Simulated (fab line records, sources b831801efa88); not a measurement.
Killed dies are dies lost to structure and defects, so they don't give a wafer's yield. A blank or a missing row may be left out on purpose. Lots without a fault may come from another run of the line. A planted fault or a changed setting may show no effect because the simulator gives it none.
A struck lot beside a sound one | flow sky130 | 29 steps out of a route of 708
Sound: wafers L336.2, L336.4, L336.5. Struck: wafers L331.1, L331.2, L331.6. The cause comes at the end.
At each step with rows: each side's tool, then ch and its chambers, then its first start. Under that, the readings that differ: sound wafers | struck wafers | difference of the means | sigmas: that difference in standard deviations of wafers without a fault.
alike: readings whose means differ by less than 2 such deviations, and words and numbers that are the same on both sides. not compared: withheld readings, readings that some wafer has no value for, bounds like >300 that may hide the same value, and numbers for which the record gives no deviation and whose values overlap.
The two part at a step that has a row with sigmas, a row that says differs or no value, or rows on one side only. Numbers that don't overlap but have no deviation are shown without sigmas and don't part them. A reading that every wafer of one side lacks parts them only if that side has two wafers or more.

first, 5 steps without rows for these wafers: SKY_SONOS_ONO_COAT_08 (resist thk 1140 nm); SKY_SONOS_ONO_SOFTBAKE_09 (time 60 s); SKY_SONOS_ONO_EXPOSE_10 (exposes mask ONOM, target cd 410 nm); SKY_SONOS_ONO_PEB_11; SKY_SONOS_ONO_DEVELOP_12 (develop time 60 s).
SKY_SONOS_ONO_CD_MEAS_13: target cd 410 nm.
  sound on cd_sem-01, day 20 14:03; struck on cd_sem-01, day 18 08:32
  alike: cd_nm
SKY_SONOS_ONO_OVL_MEAS_14:
  sound on overlay-01, day 20 14:10; struck on overlay-02, day 18 08:39
  alike: SONOS_ONO_OVL
SKY_SONOS_ONO_ETCH_15: etches the open film in CHF3/O2, target depth 19.52 nm, time 7.8 s.
  sound on rie_diel-01 ch 2,3, day 20 14:11; struck on rie_diel-03 ch 2,3, day 18 08:41
  alike: chamber_pressure_mTorr, drypump_motor_current_A, oes_product_au, throttle_valve_pct
  not compared: rf_hours_counter_h
then, 1 step without rows for these wafers: SKY_SONOS_ONO_WET_ETCH_16 (etches SiO2 in dHF, target depth 14 nm, time 280 s).
SKY_SONOS_ONO_STRIP_17: strips in O2/N2.
  sound on plasma_asher-03 ch 0,1, day 20 14:17; struck on plasma_asher-04 ch 0,1, day 18 08:48
  alike: chamber_pressure_mTorr, drypump_motor_current_A, n2_flow_sccm, o2_flow_sccm, oes_product_au, strip_time_to_endpoint_s
  not compared: rf_hours_counter_h
then, 2 steps without rows for these wafers: SKY_SONOS_ONO_WET_ETCH_18 (etches Si3N4 in H3PO4, target depth 15 nm, time 172 s); SKY_GATE_OXIDE_CLEAN_00 (cleans in SC1/SC2, time 150 s).
SKY_GATE_OXIDE_OXIDATION_01: stabilise 600 s, purge 300 s, target thk 10.268 nm.
  sound on furnace-02 ch 0, day 20 14:34; struck on furnace-01 ch 0, day 18 09:01
  reading                                           | sound            | struck           | difference | sigmas
  model.SiO2_of_GATE_OXIDE_OXIDATION_01.thk_nm (nm) | 10.15 10.18 10.3 | 9.333 9.44 9.529 | -0.776     |
  alike: spike_tc_centre_C, zone_power_bottom_pct, zone_power_top_pct, zone_power_upper_pct
SKY_GATE_OXIDE_THK_MEAS_02:
  sound on film_metro-04, day 20 15:58; struck on film_metro-04, day 18 10:39
  reading                          | sound             | struck         | difference | sigmas
  GATE_OXIDE_OXIDATION_00_THK (nm) | 10.15 10.21 10.28 | 9.33 9.45 9.50 | -0.79      | -3
  not compared: hold
then, 6 steps without rows for these wafers: SKY_GATE_OXIDE_HMDS_04 (prime time 60 s); SKY_GATE_OXIDE_COAT_05 (resist thk 1140 nm); SKY_GATE_OXIDE_SOFTBAKE_06 (time 60 s); SKY_GATE_OXIDE_EXPOSE_07 (exposes mask LVOM, target cd 600 nm); SKY_GATE_OXIDE_PEB_08; SKY_GATE_OXIDE_DEVELOP_09 (develop time 60 s).
SKY_GATE_OXIDE_OVL_MEAS_10:
  sound on overlay-01, day 21 21:59; struck on overlay-01, day 19 17:26
  alike: GATE_OXIDE_OVL
then, 2 steps without rows for these wafers: SKY_GATE_OXIDE_IMPLANT_11; SKY_GATE_OXIDE_WET_ETCH_12 (etches SiO2 in dHF, target depth 16.8 nm, time 336 s).
SKY_GATE_OXIDE_STRIP_13: strips in O2/N2.
  sound on plasma_asher-02 ch 0,1, day 21 22:16; struck on plasma_asher-04 ch 0,1, day 19 17:43
  reading                      | sound             | struck            | difference | sigmas
  strip_time_to_endpoint_s (s) | 14.24 14.25 14.24 | 14.10 14.16 14.13 | -0.11      | -3
  alike: chamber_pressure_mTorr, drypump_motor_current_A, n2_flow_sccm, o2_flow_sccm, oes_product_au
  not compared: rf_hours_counter_h
SKY_GATE_OXIDE_TW_MEAS_14:
  sound on film_metro-01, day 21 22:23; struck on film_metro-01, day 19 18:02
  alike: GATE_OXIDE_TW
  not compared: hold
then, 1 step without rows for these wafers: SKY_GATE_OXIDE_CLEAN_15 (cleans in SC1/SC2, time 150 s).
SKY_GATE_OXIDE_OXIDATION_16: stabilise 600 s, purge 300 s, target thk 3.57 nm.
  sound on furnace-02 ch 0, day 21 22:29; struck on furnace-02 ch 0, day 19 18:10
  reading                                           | sound             | struck            | difference | sigmas
  model.SiO2_of_GATE_OXIDE_OXIDATION_01.thk_nm (nm) | 11.49 11.56 11.66 | 10.79 10.87 10.99 | -0.69      |
  alike: spike_tc_centre_C, zone_power_bottom_pct, zone_power_top_pct, zone_power_upper_pct
then, 1 step without rows for these wafers: SKY_POLY_GATE_CVD_00 (deposits poly-Si, target thk 180 nm, time 720 s).
-- the record jumps here: 30 days lie between the struck wafers' starts before and after (it left off in module POLY_GATE and takes up again in module PAD_OPEN, whose first step shown is number 708 of the route) --
SKY_PAD_OPEN_PROBE_99:
  sound on prober-01, day 51 04:35; struck on prober-02, day 49 22:35
  reading                                | sound                         | struck                       | difference | sigmas
  model.etest.nfet_16v.r_on_ohm_um       | 1.413e+04 1.413e+04 1.429e+04 | 1.357e+04 1.36e+04 1.367e+04 | -5.700e+02 |
  model.etest.tip_sonos.rs_ohm_sq        | 2588 2600 2603                | 2530 2543 2574               | -48        |
  model.etest.nfet_g5v0d10v5.r_on_ohm_um | 1855 1870 1878                | 1798 1782 1807               | -72        |
  model.etest.nfet_g5v0d10v5.drive_ua_um | 613.1 611.5 606.1             | 656.2 655.3 649.5            | +43.4      |
  model.etest.nfet_05v0_nvt.drive_ua_um  | 580.5 579.2 580               | 619.2 618 607.1              | +34.9      |
  model.etest.pfet_g5v0d10v5.drive_ua_um | 350.6 358 347.1               | 358.4 363.7 363              | +9.8       |
  model.etest.nfet_16v.drive_ua_um       | 223.9 224.2 221.6             | 242.5 238.9 236.1            | +15.9      |
  alike: killed_at_M0_to_M3, killed_at_M4_up, killed_at_contacts, killed_at_front_end, killed_at_other, killed_dies, killed_open, killed_short
  not compared: model.etest.pfet_g5v0d10v5.r_on_ohm_um

WHERE THEY PART
First at SKY_GATE_OXIDE_THK_MEAS_02; last, within this record, at SKY_GATE_OXIDE_STRIP_13. Later steps at which nothing parts them and some readings are alike: SKY_GATE_OXIDE_TW_MEAS_14, SKY_GATE_OXIDE_OXIDATION_16, SKY_PAD_OPEN_PROBE_99.

WHY: what the simulator had put in
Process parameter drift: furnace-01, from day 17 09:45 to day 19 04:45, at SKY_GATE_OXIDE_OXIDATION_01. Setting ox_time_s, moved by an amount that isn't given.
